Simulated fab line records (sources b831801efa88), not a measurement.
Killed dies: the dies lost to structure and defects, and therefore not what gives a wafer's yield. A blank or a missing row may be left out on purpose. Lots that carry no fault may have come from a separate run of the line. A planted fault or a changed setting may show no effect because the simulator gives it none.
A lot that was struck, set against a sound lot / flow gf180mcu / 15 out of 602 route steps
Sound: wafers L459.2, L459.3, L459.6. Wafers L466.1, L466.2, L466.4 were the ones struck. The cause is given at the end.
Each step with rows lists, per side, the tool, then ch with its chambers, then its first start. Under that, the readings that differ: sound wafers / struck wafers / difference of the means / sigmas: that difference in standard deviations of wafers without a fault.
alike: readings whose means differ by less than 2 such deviations, and words and numbers that are the same on both sides. not compared: withheld readings, readings that some wafer has no value for, bounds like >300 that may hide the same value, and numbers for which the record gives no deviation and whose values overlap.
Wherever a step has rows on one side only, a row that says differs or no value, or a row with sigmas, the two part there. Non-overlapping numbers with no deviation appear without sigmas and do not part them. A reading missing from all wafers of one side parts the sides only when that side holds two or more wafers.

first, 6 steps without rows for these wafers: GF_HV_LDD_HMDS_40 (prime time 60 s); GF_HV_LDD_COAT_41 (resist thk 1000 nm); GF_HV_LDD_SOFTBAKE_42 (time 60 s); GF_HV_LDD_EXPOSE_43 (exposes mask Pplus HV AREA, target cd 400 nm); GF_HV_LDD_PEB_44; GF_HV_LDD_DEVELOP_45 (develop time 60 s).
GF_HV_LDD_CD_MEAS_46: the cd target is 400 nm.
  struck on cd-sem-01, day 18 03:14; sound on cd-sem-02, day 15 20:39
  alike: cd-nm
GF_HV_LDD_OVL_MEAS_47:
  struck on overlay-01, day 18 03:22; sound on overlay-02, day 15 20:45
  alike: HV_LDD_03_OVL
then, 1 step without rows for these wafers: GF_HV_LDD_IMPLANT_48.
GF_HV_LDD_STRIP_49: strips in O2/N2.
  sound on plasma-asher-01 ch 0,1, day 15 20:56; struck on plasma-asher-04 ch 0,1, day 18 03:33
  alike: drypump-motor-current-A, heater-power-w, oes-product-au, strip-time-to-endpoint-s
  not compared: rf-hours-counter-h
GF_HV_LDD_TW_MEAS_50:
  struck on film-metro-04, day 18 03:39; sound on film-metro-01, day 15 21:02
  alike: HV_LDD_4_TW
then, 1 step without rows for these wafers: GF_HV_LDD_CLEAN_51 (cleans in SC1/SC2, time 150 s).
GF_HV_LDD_RTA_52: time 10 s.
  struck on rtp-anneal-01, day 18 03:46; sound on rtp-anneal-01 ch 0, day 15 21:09
  no value came back on the struck wafers for anneal-temp-c-max, chamber-o2-ppm, lamp-power-pct (%), wafer_temp_C_max; on the sound wafers anneal-temp-c-max reads 1004.0 1005.7 1003.2
GF_HV_LDD_RS_MEAS_53: measurement is done with a four-point probe.
  struck on film-metro-04, day 18 03:51; sound on film-metro-01, day 15 21:14
reading=HV_LDD_RS (ohm/sq); sound=423.6 422.3 423.4; struck=- - -; difference=no value on the struck wafers; sigmas=
then, 1 step without rows for these wafers: GF_HV_LDD_CVD_54 (deposits SiO2 from TEOS, target thk 10 nm, time 75 s).

== WHERE THEY PART ==
Last at GF_HV_LDD_RS_MEAS_53 as far as this record goes, first at GF_HV_LDD_RTA_52.

WHY: what had been put in by the simulator
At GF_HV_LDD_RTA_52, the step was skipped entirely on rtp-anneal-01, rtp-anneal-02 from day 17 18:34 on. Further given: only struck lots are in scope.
